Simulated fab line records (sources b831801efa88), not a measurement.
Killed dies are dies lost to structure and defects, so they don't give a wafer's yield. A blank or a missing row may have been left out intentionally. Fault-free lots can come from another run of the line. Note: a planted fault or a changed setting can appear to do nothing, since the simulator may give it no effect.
Split-lot trial | flow sky130 | route with 708 steps; 5 lots, 23 wafers read

## THE SPLIT ITSELF
At SKY_VIA4_CMP_02 (polishes SiO2), the setting leave above ref nm was moved away from the recipe's 580 nm on 8 of the 23 wafers read, by -6.1% to +7.4%. The other wafers ran this setting at the recipe's value.

## THE PATH FROM SPLIT TO READING: the file shows 1 step between them
- SKY_VIA4_DEVELOP_10: develop time 60 s (also split here: dev temp c)

## THE READING
oes product au, in a.u., at SKY_VIA4_ETCH_12 (etches SiO2 in C4F8/O2/Ar, stops on TiN, target depth 580 nm). Typical for fault-free wafers on this fab line: 0.925 a.u., with standard deviation 0.004 a.u.

wafer  | tool, chamber at the split | leave above ref nm as run, nm | against the recipe | oes product au, a.u. | against lot-mates on the recipe
L075.1 | cmp-01, 3                  | 580                           | recipe             | 0.929                | -
L075.2 | cmp-01, 0                  | 622.7                         | +7.4%              | 0.969                | +0.043
L075.4 | cmp-01, 1                  | 622.7                         | +7.4%              | 0.967                | +0.041
L075.5 | cmp-01, 2                  | 580                           | recipe             | 0.923                | -
L075.6 | cmp-01, 3                  | 622.7                         | +7.4%              | 0.968                | +0.042
L078.1 | cmp-01, 3                  | 580                           | recipe             | 0.919                | -
L078.4 | cmp-01, 1                  | 580                           | recipe             | 0.925                | -
L078.6 | cmp-01, 1                  | 580                           | recipe             | 0.930                | -
L079.1 | cmp-01, 0                  | 580                           | recipe             | 0.925                | -
L079.3 | cmp-01, 1                  | 580                           | recipe             | 0.917                | -
L079.4 | cmp-01, 2                  | 580                           | recipe             | 0.920                | -
L079.5 | cmp-01, 3                  | 580                           | recipe             | 0.917                | -
L079.6 | cmp-01, 2                  | 580                           | recipe             | 0.922                | -
L084.1 | cmp-01, 2                  | 580                           | recipe             | 0.920                | -
L084.3 | cmp-01, 3                  | 580                           | recipe             | 0.924                | -
L084.4 | cmp-01, 0                  | 544.7                         | -6.1%              | 0.886                | -0.036
L084.5 | cmp-01, 3                  | 544.7                         | -6.1%              | 0.891                | -0.031
L084.6 | cmp-01, 2                  | 580                           | recipe             | 0.921                | -
L085.1 | cmp-01, 0                  | 544.8                         | -6.1%              | 0.892                | -0.031
L085.2 | cmp-01, 3                  | 544.8                         | -6.1%              | 0.891                | -0.032
L085.3 | cmp-01, 2                  | 544.8                         | -6.1%              | 0.890                | -0.033
L085.4 | cmp-01, 1                  | 580                           | recipe             | 0.919                | -
L085.6 | cmp-01, 1                  | 580                           | recipe             | 0.926                | -

THE FIT
A straight line over all 23 wafers: oes product au changes by +0.00576 a.u. for each +1% of leave above ref nm; r = +0.99; the points scatter about the line by 0.0037 a.u.
The same after taking each lot's own level away (the mean of its wafers on the recipe; 23 wafers): +0.0055 a.u. for each +1%; r = +0.99; scatter 0.003 a.u.
On that fit, the largest move of leave above ref nm shifts the reading by 0.04 a.u.
Measured against the standard deviation above, the lots' own levels, which go from 0.9202 to 0.9260 a.u., span 1.5 times it.
Consequently the slope shifts little with the lot-to-lot level, the two slopes agreeing.
Check: +0.0404 a.u. against its lot-mates is what the line predicts for one of the wafers moved furthest among these (+7.4%) when that wafer is left out of the fit. Against them it came out at +0.043 a.u.

## FURTHER SPLITS ON THESE WAFERS
These wafers also went through other splits before the reading. Each is held against what the fit with the lots' levels taken away leaves over:
other split on the same wafers          | wafers away from the commonest value | r with oes product au (lot level and that fit taken away)
SKY_VIA3_HDPCVD_00 time s               | 9                                    | -0.04
SKY_VIA3_CMP_02 leave above ref nm      | 8                                    | -0.24
SKY_VIA3_STRIP_16 pressure mtorr        | 10                                   | -0.03
SKY_METAL4_SPUTTER_00 power w           | 11                                   | -0.08
SKY_METAL4_SPUTTER_02 time s            | 5                                    | -0.23
SKY_CAP2M_COAT_07 spin rpm              | 8                                    | +0.06
SKY_CAP2M_METAL_ETCH_13 pressure mtorr  | 10                                   | -0.01
SKY_METAL4_METAL_ETCH_18 pressure mtorr | 15                                   | +0.13
SKY_VIA4_DEVELOP_10 dev temp c          | 11                                   | +0.03

## THE WHOLE CHAIN: every reading that the file lists as answering this split, in the file's order
step             | what it does                                                 | reading                                                                        | change (the file's fit)                   | r (the file's)
SKY_VIA4_CMP_02  | polishes SiO2                                                | SiO2_of_VIA4_HDPCVD_00.thk nm (the simulator's own value, which no gauge read) | +5.72 nm for each +1% of the setting      | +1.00
SKY_VIA4_ETCH_12 | etches SiO2 in C4F8/O2/Ar, stops on TiN, target depth 580 nm | oes product au                                                                 | +0.00551 a.u. for each +1% of the setting | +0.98
SKY_VIA4_ETCH_12 | etches SiO2 in C4F8/O2/Ar, stops on TiN, target depth 580 nm | VIA4.feature depth nm (the simulator's own value, which no gauge read)         | +5.72 nm for each +1% of the setting      | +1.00

## FILE'S OWN FIT
oes product au changes by +0.00551 a.u. for each +1% of leave above ref nm, r = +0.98.
